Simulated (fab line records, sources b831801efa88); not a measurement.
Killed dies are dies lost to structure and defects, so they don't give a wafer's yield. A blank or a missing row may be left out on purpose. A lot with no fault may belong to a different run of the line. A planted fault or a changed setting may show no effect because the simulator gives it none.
fab line records	flow gf180mcu
record: lots: 24	wafers: 72	lastDay: 34
route steps=602 shown V4@494 V5@564 TOP_METAL@569 PASSIVATION@598
lots with no fault: from the same line, run without faults
startH: start of the lot's first displayed wafer, in hours after the record's first day	waitH: hours elapsed since this lot's preceding step	" same as the row above	L1.1+2: one row covering several wafers at once	- value missing, or start not given	* or withheld: withheld	< > ~ a bound
route shown NAME@n: NAME is a module with steps in the file, n the number in the route of the first one	usual: mean/standard deviation taken from wafers without a fault	same: alike in all rows	chamber/n: place in a boat	sites: per-site readings	_std_site: how widely they spread, as a standard deviation	_edge_site: inner sites' mean taken away from outer sites' mean	radiusMm: for every site, how far away it sits from the centre of the wafer	mask NAME#n: copy n	behind: the last tool/chamber to shape the wafer	hold: reason for holding the lot/hours on hold/outcome of the hold	device: which transistor (n, p or np) failed to switch	end of line: tests of these same wafers at the route's end	step lacking rows: just its recipe	killed: not the wafer's yield, but the dies lost to structure and defects at the first sort	map: a wafer's dies, x killed, . not, _ none there
set.NAME: the run value of the setting; set.NAME@STEP: its run value at that earlier step	model.NAME: the simulator's own value behind a step, which no gauge read
one table for each step of the route and one row for each wafer, over a sample of lots
services: the hour from which a tool's chamber was out of use, counted from the record's first day as startH (under 0 if before that day), plus the number of hours and why
== steps ==
step: GF_V4_STRIP_18
recipe: chemistry: O2/N2	powerW: 1400	pressureMtorr: 1500	platenTempC: 250	o2FlowSccm: 3000	n2FlowSccm: 300	overashFraction: 0.5
usual: drypumpMotorCurrentA: 6.0/0.32	heaterPowerW: 326/23	oesProductAu: 0.592/0.0046
lot.wafer	tool	chamber	startH	waitH	drypumpMotorCurrentA	heaterPowerW	oesProductAu	rfHoursCounterH
L074.2	plasmaAsher-04	1	554.72	-	6.2	339	0.596	13
L074.5	"	1	"	"	6.2	340	0.587	-
L074.6	"	0	"	"	5.5	311	0.587	-
L075.2	plasmaAsher-04	0	561.47	-	5.5	321	0.591	14
L075.5	"	0	"	"	5.5	315	0.590	-
L075.6	"	1	"	"	6.2	347	0.589	-
L076.1	plasmaAsher-04	0	573.16	-	5.5	315	0.592	15
L076.2	"	1	"	"	6.1	336	0.592	15
L076.4	"	0	"	"	5.5	314	0.588	-
L077.1	plasmaAsher-03	1	579.82	-	6.4	281	0.585	85
L077.3	"	1	"	"	6.4	280	0.597	-
L077.6	"	1	"	"	6.4	277	0.600	-
L078.2	plasmaAsher-03	0	590.61	-	6.1	340	0.588	86
L078.3	"	0	"	"	6.1	323	0.587	-
L078.5	"	0	"	"	6.1	331	0.598	-
L079.1	plasmaAsher-04	0	597.27	-	5.5	313	0.595	17
L079.3	"	0	"	"	5.5	325	0.591	-
L079.4	"	1	"	"	6.2	339	0.590	-
L080.2	plasmaAsher-01	0	610.66	-	5.8	378	0.591	96
L080.4	"	1	"	"	5.9	325	0.595	-
L080.6	"	0	"	"	5.8	372	0.589	-
L081.1	plasmaAsher-04	0	623.56	-	5.5	327	0.592	20
L081.2	"	1	"	"	6.2	330	0.593	20
L081.6	"	1	"	"	6.1	323	0.595	-
L082.1	plasmaAsher-04	1	629.01	-	6.2	328	0.589	21
L082.2	"	0	"	"	5.5	322	0.596	21
L082.6	"	0	"	"	5.5	322	0.591	-
L083.2	plasmaAsher-04	1	637.52	-	6.2	332	0.591	22
L083.4	"	1	"	"	6.2	330	0.593	-
L083.5	"	0	"	"	5.5	319	0.591	-
L084.1	plasmaAsher-04	0	643.52	-	5.5	315	0.595	22
L084.4	"	1	"	"	6.2	336	0.599	-
L084.6	"	1	"	"	6.2	342	0.586	-
L085.2	plasmaAsher-01	0	651.96	-	5.8	362	0.590	100
L085.3	"	1	"	"	5.9	325	0.588	-
L085.4	"	0	"	"	5.8	369	0.595	-
L086.1	plasmaAsher-04	0	658.57	-	5.5	323	0.585	24
L086.5	"	0	"	"	5.5	319	0.597	-
L086.6	"	1	"	"	6.2	337	0.598	-
L087.1	plasmaAsher-03	1	667.37	-	6.4	280	0.585	95
L087.5	"	1	"	"	6.4	284	0.581	-
L087.6	"	0	"	"	6.1	328	0.588	-
L088.1	plasmaAsher-01	0	677.82	-	5.8	359	0.593	102
L088.2	"	1	"	"	6.0	320	0.588	102
L088.6	"	0	"	"	5.8	363	0.592	-
L089.3	plasmaAsher-04	0	685.99	-	5.5	326	0.588	-
L089.4	"	1	"	"	6.2	334	0.601	-
L089.6	"	1	"	"	6.2	334	0.597	-
L090.1	plasmaAsher-04	0	692.32	-	5.5	315	0.590	28
L090.2	"	1	"	"	6.2	331	0.583	28
L090.4	"	1	"	"	6.2	324	0.594	-
L091.2	plasmaAsher-01	0	695.56	-	5.8	368	0.584	104
L091.5	"	1	"	"	5.9	315	0.591	-
L091.6	"	0	"	"	5.8	371	0.591	-
L092.2	plasmaAsher-01	0	701.97	-	5.8	370	0.595	105
L092.3	"	1	"	"	5.9	321	0.587	-
L092.4	"	0	"	"	5.8	372	0.589	-
L093.3	plasmaAsher-04	1	708.69	-	6.2	337	0.599	-
L093.5	"	1	"	"	6.2	335	0.594	-
L093.6	"	0	"	"	5.5	317	0.597	-
L094.1	plasmaAsher-03	0	709.47	-	6.2	331	0.599	99
L094.5	"	1	"	"	6.4	283	0.589	-
L094.6	"	0	"	"	6.2	341	0.590	-
L095.2	plasmaAsher-03	1	718.17	-	6.4	281	0.600	100
L095.5	"	1	"	"	6.4	278	0.594	-
L095.6	"	0	"	"	6.1	325	0.591	-
L097.2	plasmaAsher-01	0	723.87	-	5.8	364	0.596	107
L097.3	"	0	"	"	5.7	365	0.586	-
L097.6	"	1	"	"	6.0	323	0.588	-
L096.3	plasmaAsher-03	1	728.60	-	6.4	284	0.588	-
L096.4	"	0	"	"	6.2	329	0.592	-
L096.5	"	0	"	"	6.2	321	0.590	-
step: GF_V5_RS_MEAS_24
recipe: thkMeasGauge: four-point-probe	reads: W_of_V5_CVD_23+TiN_of_V5_SPUTTER_22+Ti_of_V5_SPUTTER_21
usual: V5_W_RS: 0.326/0.0037
lot.wafer	tool	chamber	startH	waitH	V5_W_RS[ohm/sq]
L074.2	filmMetro-04	-	623.93	0.1	0.324
L074.5	"	-	"	"	0.324
L074.6	"	-	"	"	0.327
L075.2	filmMetro-04	-	629.33	0.1	0.328
L075.5	"	-	"	"	0.327
L075.6	"	-	"	"	0.325
L076.1	filmMetro-02	-	640.09	0.1	0.327
L076.2	"	-	"	"	0.327
L076.4	"	-	"	"	0.329
L077.1	filmMetro-04	-	646.24	0.1	0.327
L077.3	"	-	"	"	0.322
L077.6	"	-	"	"	0.326
L078.2	filmMetro-04	-	656.08	0.1	0.330
L078.3	"	-	"	"	0.327
L078.5	"	-	"	"	0.326
L079.1	filmMetro-02	-	662.92	0.1	0.324
L079.3	"	-	"	"	0.320
L079.4	"	-	"	"	0.326
L080.2	filmMetro-04	-	674.83	0.1	0.332
L080.4	"	-	"	"	0.326
L080.6	"	-	"	"	0.329
L081.1	filmMetro-02	-	685.41	0.1	0.324
L081.2	"	-	"	"	0.324
L081.6	"	-	"	"	0.318
L082.1	filmMetro-02	-	691.98	0.1	0.323
L082.2	"	-	"	"	0.326
L082.6	"	-	"	"	0.323
L083.2	filmMetro-04	-	699.08	0.1	0.330
L083.4	"	-	"	"	0.332
L083.5	"	-	"	"	0.333
L084.1	filmMetro-04	-	705.01	0.1	0.333
L084.4	"	-	"	"	0.330
L084.6	"	-	"	"	0.329
L085.2	filmMetro-01	-	711.48	0.1	0.326
L085.3	"	-	"	"	0.329
L085.4	"	-	"	"	0.327
L086.1	filmMetro-02	-	719.29	0.1	0.322
L086.5	"	-	"	"	0.325
L086.6	"	-	"	"	0.323
L087.1	filmMetro-04	-	726.78	0.1	0.328
L087.5	"	-	"	"	0.330
L087.6	"	-	"	"	0.328
L088.1	filmMetro-02	-	736.25	0.1	0.330
L088.2	"	-	"	"	0.326
L088.6	"	-	"	"	0.329
L089.3	filmMetro-01	-	744.57	0.1	0.318
L089.4	"	-	"	"	0.319
L089.6	"	-	"	"	0.317
L090.1	filmMetro-01	-	750.31	0.1	0.329
L090.2	"	-	"	"	0.328
L090.4	"	-	"	"	0.325
L091.2	filmMetro-04	-	753.62	0.1	0.321
L091.5	"	-	"	"	0.322
L091.6	"	-	"	"	0.324
L092.2	filmMetro-04	-	758.84	0.1	0.329
L092.3	"	-	"	"	0.329
L092.4	"	-	"	"	0.329
L093.3	filmMetro-02	-	764.34	0.1	0.321
L093.5	"	-	"	"	0.321
L093.6	"	-	"	"	0.318
L094.1	filmMetro-02	-	765.49	0.1	0.325
L094.5	"	-	"	"	0.323
L094.6	"	-	"	"	0.323
L095.2	filmMetro-01	-	773.34	0.1	0.327
L095.5	"	-	"	"	0.326
L095.6	"	-	"	"	0.325
L097.2	filmMetro-02	-	778.54	0.1	0.326
L097.3	"	-	"	"	0.326
L097.6	"	-	"	"	0.323
L096.3	filmMetro-04	-	782.69	0.1	0.328
L096.4	"	-	"	"	0.327
L096.5	"	-	"	"	0.326
step: GF_V5_THK_MEAS_25
recipe: thkMeasGauge: xrf	reads: W_of_V5_CVD_23
usual: V5_W_THK: 348/4.2
lot.wafer	tool	chamber	startH	waitH	V5_W_THK[nm]
L074.2	filmMetro-04	-	624.04	0.1	351
L074.5	"	-	"	"	353
L074.6	"	-	"	"	349
L075.2	filmMetro-04	-	629.44	0.1	350
L075.5	"	-	"	"	346
L075.6	"	-	"	"	347
L076.1	filmMetro-02	-	640.21	0.1	347
L076.2	"	-	"	"	346
L076.4	"	-	"	"	345
L077.1	filmMetro-04	-	646.36	0.1	348
L077.3	"	-	"	"	352
L077.6	"	-	"	"	349
L078.2	filmMetro-04	-	656.19	0.1	348
L078.3	"	-	"	"	352
L078.5	"	-	"	"	352
L079.1	filmMetro-02	-	663.04	0.1	353
L079.3	"	-	"	"	358
L079.4	"	-	"	"	351
L080.2	filmMetro-04	-	674.94	0.1	340
L080.4	"	-	"	"	347
L080.6	"	-	"	"	345
L081.1	filmMetro-02	-	685.53	0.1	350
L081.2	"	-	"	"	350
L081.6	"	-	"	"	355
L082.1	filmMetro-02	-	692.10	0.1	352
L082.2	"	-	"	"	346
L082.6	"	-	"	"	351
L083.2	filmMetro-04	-	699.19	0.1	343
L083.4	"	-	"	"	344
L083.5	"	-	"	"	340
L084.1	filmMetro-04	-	705.13	0.1	339
L084.4	"	-	"	"	343
L084.6	"	-	"	"	343
L085.2	filmMetro-01	-	711.59	0.1	348
L085.3	"	-	"	"	348
L085.4	"	-	"	"	347
L086.1	filmMetro-02	-	719.41	0.1	354
L086.5	"	-	"	"	351
L086.6	"	-	"	"	354
L087.1	filmMetro-04	-	726.90	0.1	345
L087.5	"	-	"	"	341
L087.6	"	-	"	"	346
L088.1	filmMetro-02	-	736.37	0.1	342
L088.2	"	-	"	"	348
L088.6	"	-	"	"	343
L089.3	filmMetro-01	-	744.67	0.1	351
L089.4	"	-	"	"	350
L089.6	"	-	"	"	352
L090.1	filmMetro-01	-	750.43	0.1	336
L090.2	"	-	"	"	340
L090.4	"	-	"	"	344
L091.2	filmMetro-04	-	753.73	0.1	356
L091.5	"	-	"	"	353
L091.6	"	-	"	"	352
L092.2	filmMetro-04	-	758.95	0.1	345
L092.3	"	-	"	"	345
L092.4	"	-	"	"	347
L093.3	filmMetro-02	-	764.44	0.1	352
L093.5	"	-	"	"	351
L093.6	"	-	"	"	359
L094.1	filmMetro-02	-	765.61	0.1	349
L094.5	"	-	"	"	352
L094.6	"	-	"	"	352
L095.2	filmMetro-01	-	773.45	0.1	346
L095.5	"	-	"	"	347
L095.6	"	-	"	"	350
L097.2	filmMetro-02	-	778.65	0.1	347
L097.3	"	-	"	"	345
L097.6	"	-	"	"	351
L096.3	filmMetro-04	-	782.79	0.1	349
L096.4	"	-	"	"	352
L096.5	"	-	"	"	351
step: GF_TOP_METAL_SPUTTER_02
recipe: material: AlCu	targetThkNm: 900	powerW: 10600	chamberPressurePa: 0.3	substrateTempC: 250	gas: Ar	timeS: 47.82
usual: throttleValvePct: 29.9/1.2
lot.wafer	tool	chamber	startH	waitH	throttleValvePct
L074.2	pvdSputter-04	-	624.52	0.0	30.1
L074.5	"	-	"	"	31.8
L074.6	"	-	"	"	30.5
L075.2	pvdSputter-04	-	629.92	0.0	29.6
L075.5	"	-	"	"	29.7
L075.6	"	-	"	"	31.5
L076.1	pvdSputter-02	-	640.70	0.0	28.2
L076.2	"	-	"	"	29.2
L076.4	"	-	"	"	30.4
L077.1	pvdSputter-03	-	646.85	0.0	30.9
L077.3	"	-	"	"	29.3
L077.6	"	-	"	"	29.0
L078.2	pvdSputter-04	-	656.67	0.0	29.4
L078.3	"	-	"	"	30.7
L078.5	"	-	"	"	30.6
L079.1	pvdSputter-04	-	663.58	0.0	29.3
L079.3	"	-	"	"	30.6
L079.4	"	-	"	"	31.6
L080.2	pvdSputter-02	-	675.42	0.0	29.0
L080.4	"	-	"	"	30.4
L080.6	"	-	"	"	30.3
L081.1	pvdSputter-02	-	686.02	0.0	28.1
L081.2	"	-	"	"	29.1
L081.6	"	-	"	"	30.5
L082.1	pvdSputter-04	-	692.59	0.0	29.8
L082.2	"	-	"	"	29.5
L082.6	"	-	"	"	30.8
L083.2	pvdSputter-04	-	699.67	0.0	30.7
L083.4	"	-	"	"	31.5
L083.5	"	-	"	"	30.6
L084.1	pvdSputter-02	-	705.62	0.0	30.4
L084.4	"	-	"	"	29.0
L084.6	"	-	"	"	28.2
L085.2	pvdSputter-03	-	712.07	0.0	29.3
L085.3	"	-	"	"	30.8
L085.4	"	-	"	"	29.0
L086.1	pvdSputter-02	-	719.90	0.0	31.1
L086.5	"	-	"	"	30.2
L086.6	"	-	"	"	27.8
L087.1	pvdSputter-02	-	727.39	0.0	27.9
L087.5	"	-	"	"	30.3
L087.6	"	-	"	"	31.6
L088.1	pvdSputter-03	-	736.86	0.0	30.7
L088.2	"	-	"	"	28.0
L088.6	"	-	"	"	30.6
L089.3	pvdSputter-03	-	745.14	0.0	28.0
L089.4	"	-	"	"	28.9
L089.6	"	-	"	"	28.1
L090.1	pvdSputter-02	-	750.92	0.0	30.3
L090.2	"	-	"	"	31.4
L090.4	"	-	"	"	28.1
L091.2	pvdSputter-03	-	754.21	0.0	29.1
L091.5	"	-	"	"	27.9
L091.6	"	-	"	"	30.4
L092.2	pvdSputter-02	-	759.43	0.0	28.0
L092.3	"	-	"	"	29.0
L092.4	"	-	"	"	30.3
L093.3	pvdSputter-03	-	764.92	0.0	28.0
L093.5	"	-	"	"	28.0
L093.6	"	-	"	"	28.9
L094.1	pvdSputter-02	-	766.10	0.0	31.2
L094.5	"	-	"	"	30.3
L094.6	"	-	"	"	31.2
L095.2	pvdSputter-03	-	774.11	0.0	31.1
L095.5	"	-	"	"	29.1
L095.6	"	-	"	"	30.8
L097.2	pvdSputter-04	-	779.13	0.0	29.5
L097.3	"	-	"	"	30.6
L097.6	"	-	"	"	30.5
L096.3	pvdSputter-03	-	783.26	0.0	30.7
L096.4	"	-	"	"	28.1
L096.5	"	-	"	"	30.9
step: GF_TOP_METAL_CD_MEAS_14
recipe: targetCdNm: 440
usual: cdNm: 440.6/2.4
lot.wafer	tool	chamber	startH	waitH	cdNm
L074.2	cdSem-01	-	644.85	0.1	441.3
L074.5	"	-	"	"	442.7
L074.6	"	-	"	"	442.8
L075.2	cdSem-02	-	649.31	0.1	442.7
L075.5	"	-	"	"	445.0
L075.6	"	-	"	"	442.8
L076.1	cdSem-01	-	660.08	0.1	438.2
L076.2	"	-	"	"	440.5
L076.4	"	-	"	"	440.8
L077.1	cdSem-01	-	666.48	0.1	436.5
L077.3	"	-	"	"	435.6
L077.6	"	-	"	"	437.4
L078.2	cdSem-01	-	676.19	0.1	436.7
L078.3	"	-	"	"	436.9
L078.5	"	-	"	"	439.6
L079.1	cdSem-02	-	682.28	0.1	437.9
L079.3	"	-	"	"	440.1
L079.4	"	-	"	"	438.4
L080.2	cdSem-02	-	694.35	0.1	444.9
L080.4	"	-	"	"	441.3
L080.6	"	-	"	"	442.2
L081.1	cdSem-01	-	704.57	0.1	437.3
L081.2	"	-	"	"	441.5
L081.6	"	-	"	"	437.4
L082.1	cdSem-02	-	710.37	0.1	437.6
L082.2	"	-	"	"	437.6
L082.6	"	-	"	"	435.8
L083.2	cdSem-01	-	717.71	0.1	443.6
L083.4	"	-	"	"	442.6
L083.5	"	-	"	"	441.9
L084.1	cdSem-02	-	723.43	0.1	441.7
L084.4	"	-	"	"	442.7
L084.6	"	-	"	"	443.1
L085.2	cdSem-02	-	729.94	0.1	439.8
L085.3	"	-	"	"	440.3
L085.4	"	-	"	"	439.3
L086.1	cdSem-01	-	737.28	0.1	437.2
L086.5	"	-	"	"	441.1
L086.6	"	-	"	"	438.5
L087.1	cdSem-01	-	744.47	0.1	439.9
L087.5	"	-	"	"	437.9
L087.6	"	-	"	"	438.5
L088.1	cdSem-01	-	753.24	0.1	436.8
L088.2	"	-	"	"	436.8
L088.6	"	-	"	"	436.2
L089.3	cdSem-02	-	761.22	0.1	441.1
L089.4	"	-	"	"	444.5
L089.6	"	-	"	"	441.8
L090.1	cdSem-02	-	766.48	0.1	443.8
L090.2	"	-	"	"	442.9
L090.4	"	-	"	"	443.1
L091.2	cdSem-02	-	770.56	0.1	439.9
L091.5	"	-	"	"	438.1
L091.6	"	-	"	"	439.7
L092.2	cdSem-02	-	775.42	0.1	441.3
L092.3	"	-	"	"	441.1
L092.4	"	-	"	"	440.9
L093.3	cdSem-02	-	780.42	0.1	444.3
L093.5	"	-	"	"	445.4
L093.6	"	-	"	"	444.9
L094.1	cdSem-01	-	781.63	0.1	443.6
L094.5	"	-	"	"	442.3
L094.6	"	-	"	"	441.4
L095.2	cdSem-02	-	790.04	0.1	440.9
L095.5	"	-	"	"	439.7
L095.6	"	-	"	"	438.9
L097.2	cdSem-02	-	795.25	0.1	443.0
L097.3	"	-	"	"	440.5
L097.6	"	-	"	"	441.6
L096.3	cdSem-02	-	798.57	0.1	441.0
L096.4	"	-	"	"	439.8
L096.5	"	-	"	"	439.6
step: GF_PASSIVATION_ETCH_11
recipe: chemistry: CF4/O2	targetDepthNm: 2040	stopOn: TiN	sourceW: 800	biasW: 150	pressureMtorr: 150	cf4FlowSccm: 80	O2_flow_sccm: 10	timeS: 453.3
usual: drypumpMotorCurrentA: 5.5/0.45	oesProductAu: 0.989/0.0081	rfFwdPowerW: 798.8/2.5	throttleValvePct: 5.966/0.0088
lot.wafer	tool	chamber	startH	waitH	drypumpMotorCurrentA	oesProductAu	rfFwdPowerW	rfHoursCounterH	throttleValvePct
L074.2	rieDiel-04	2	665.74	-	6.3	0.989	798.8	12	5.981
L074.5	"	3	"	"	4.9	0.980	795.7	-	5.954
L074.6	"	0	"	"	5.8	0.976	794.8	-	5.957
L075.2	rieDiel-04	0	670.24	-	5.8	0.974	799.6	5	5.940
L075.5	"	1	"	"	6.0	0.989	799.4	-	5.975
L075.6	"	2	"	"	6.3	0.999	798.3	-	5.974
L076.1	rieDiel-02	1	680.29	-	5.7	1.006	802.5	21	5.957
L076.2	"	2	"	"	4.8	0.994	799.1	11	5.971
L076.4	"	3	"	"	5.4	1.002	798.6	6	5.959
L077.1	rieDiel-04	1	685.79	-	6.0	0.985	798.8	10	5.956
L077.3	"	3	"	"	4.9	0.982	799.3	10	5.967
L077.6	"	0	"	"	5.8	0.968	800.1	-	5.969
L078.2	rieDiel-03	3	695.92	-	5.4	0.991	795.2	15	5.972
L078.3	"	1	"	"	5.5	0.982	801.0	15	5.969
L078.5	"	1	"	"	5.5	0.996	796.0	-	5.973
L079.1	rieDiel-04	0	702.04	-	5.8	0.979	796.4	6	5.953
L079.3	"	1	"	"	6.0	0.996	801.2	11	5.951
L079.4	"	3	"	"	4.9	0.986	793.9	10	5.965
L080.2	rieDiel-02	0	713.52	-	5.8	0.992	795.1	19	5.975
L080.4	"	0	"	"	5.8	1.003	796.2	-	5.961
L080.6	"	3	"	"	5.3	0.988	797.2	-	5.977
L081.1	rieDiel-04	2	723.55	-	6.3	0.987	796.4	14	5.970
L081.2	"	0	"	"	5.8	0.967	797.9	7	5.938
L081.6	"	0	"	"	5.8	0.964	799.2	-	5.964
L082.1	rieDiel-04	2	729.02	-	6.3	0.995	801.4	15	5.968
L082.2	"	0	"	"	5.8	0.980	802.6	7	5.948
L082.6	"	0	"	"	5.8	0.981	801.6	-	5.959
L083.2	rieDiel-02	0	736.85	-	5.8	0.999	795.5	20	5.975
L083.4	"	3	"	"	5.4	0.993	800.7	8	5.963
L083.5	"	0	"	"	5.8	0.997	795.2	-	5.964
L084.1	rieDiel-04	1	742.20	-	6.0	0.991	799.6	13	5.968
L084.4	"	0	"	"	5.8	0.977	800.6	8	5.968
L084.6	"	0	"	"	5.8	0.973	803.1	-	5.963
L085.2	rieDiel-04	2	747.72	-	6.3	0.996	803.1	16	5.959
L085.3	"	0	"	"	5.8	0.968	803.0	8	5.973
L085.4	"	3	"	"	4.9	0.982	799.8	13	5.980
L086.1	rieDiel-02	2	755.17	-	4.8	0.987	796.4	14	5.958
L086.5	"	3	"	"	5.4	0.990	798.0	-	5.963
L086.6	"	2	"	"	4.8	0.992	801.6	-	5.964
L087.1	rieDiel-04	3	762.07	-	5.0	0.984	798.5	14	5.964
L087.5	"	0	"	"	5.8	0.978	802.8	-	5.970
L087.6	"	3	"	"	5.0	0.984	795.8	-	5.970
L088.1	rieDiel-03	0	770.89	-	5.1	0.996	795.1	2	5.953
L088.2	"	3	"	"	5.4	0.995	796.9	19	5.962
L088.6	"	1	"	"	5.5	0.989	798.4	-	5.958
L089.3	rieDiel-02	2	778.62	-	4.8	0.983	799.4	15	5.954
L089.4	"	1	"	"	5.6	0.996	802.7	24	5.982
L089.6	"	0	"	"	5.8	0.981	797.4	-	5.963
L090.1	rieDiel-02	3	783.45	-	5.4	0.995	800.5	10	5.983
L090.2	"	0	"	"	5.8	0.982	797.3	22	5.974
L090.4	"	2	"	"	4.8	0.983	800.7	15	5.972
L091.2	rieDiel-03	3	787.64	-	5.4	0.995	797.6	20	5.954
L091.5	"	3	"	"	5.4	1.002	797.9	-	5.953
L091.6	"	0	"	"	5.1	0.987	798.0	-	5.965
L092.2	rieDiel-02	3	792.37	-	5.3	1.001	798.1	11	5.974
L092.3	"	1	"	"	5.6	0.996	800.2	25	5.963
L092.4	"	2	"	"	4.8	0.982	796.2	16	5.977
L093.3	rieDiel-02	3	796.87	-	5.4	1.001	799.6	11	5.964
L093.5	"	2	"	"	4.8	0.982	802.3	-	5.960
L093.6	"	3	"	"	5.4	0.997	797.1	-	5.969
L094.1	rieDiel-03	2	798.17	-	5.6	0.993	798.0	25	5.982
L094.5	"	0	"	"	5.1	0.990	796.7	-	5.973
L094.6	"	1	"	"	5.4	0.986	796.5	-	5.984
L095.2	rieDiel-03	3	805.80	-	5.4	0.996	803.1	21	5.980
L095.5	"	1	"	"	5.5	0.988	793.4	-	5.974
L095.6	"	2	"	"	5.6	1.001	800.6	-	5.960
L097.2	rieDiel-03	0	811.09	-	5.1	0.992	797.1	4	5.967
L097.3	"	1	"	"	5.5	0.991	797.2	21	5.970
L097.6	"	1	"	"	5.5	0.994	798.0	-	5.969
L096.3	rieDiel-04	1	814.12	-	6.0	0.985	800.2	16	5.970
L096.4	"	2	"	"	6.3	0.992	794.2	19	5.967
L096.5	"	0	"	"	5.8	0.985	797.7	-	5.946
== services ==
tool	chamber	startH	hours	kind
rieDiel-02	3	544.64	2.4	repair
rieDiel-04	2	559.94	4.7	repair
plasmaAsher-01	-	565.72	1.0	repair
pvdSputter-03	-	591.17	5.0	repair
plasmaAsher-03	-	607.46	0.6	repair
rieDiel-04	3	610.78	4.4	repair
rieDiel-04	1	622.39	4.1	repair
plasmaAsher-04	-	629.43	2.8	pm
rieDiel-04	1	636.36	1.6	repair
rieDiel-04	-	673.60	2.8	pm
rieDiel-03	1	682.17	9.0	repair
pvdSputter-02	-	683.54	0.5	repair
plasmaAsher-01	-	703.85	1.3	repair
rieDiel-02	1	709.25	7.3	repair
pvdSputter-03	-	720.87	1.7	repair
rieDiel-03	-	721.99	4.5	repair
plasmaAsher-01	-	728.56	3.6	repair
plasmaAsher-01	-	733.75	9.0	pm
pvdSputter-02	-	743.71	1.2	repair
rieDiel-03	-	754.18	2.8	pm
plasmaAsher-01	-	755.73	7.9	repair
plasmaAsher-03	-	762.53	36.8	pm
rieDiel-04	-	783.16	1.1	repair
plasmaAsher-01	-	795.26	7.0	repair
== key ==
fault none
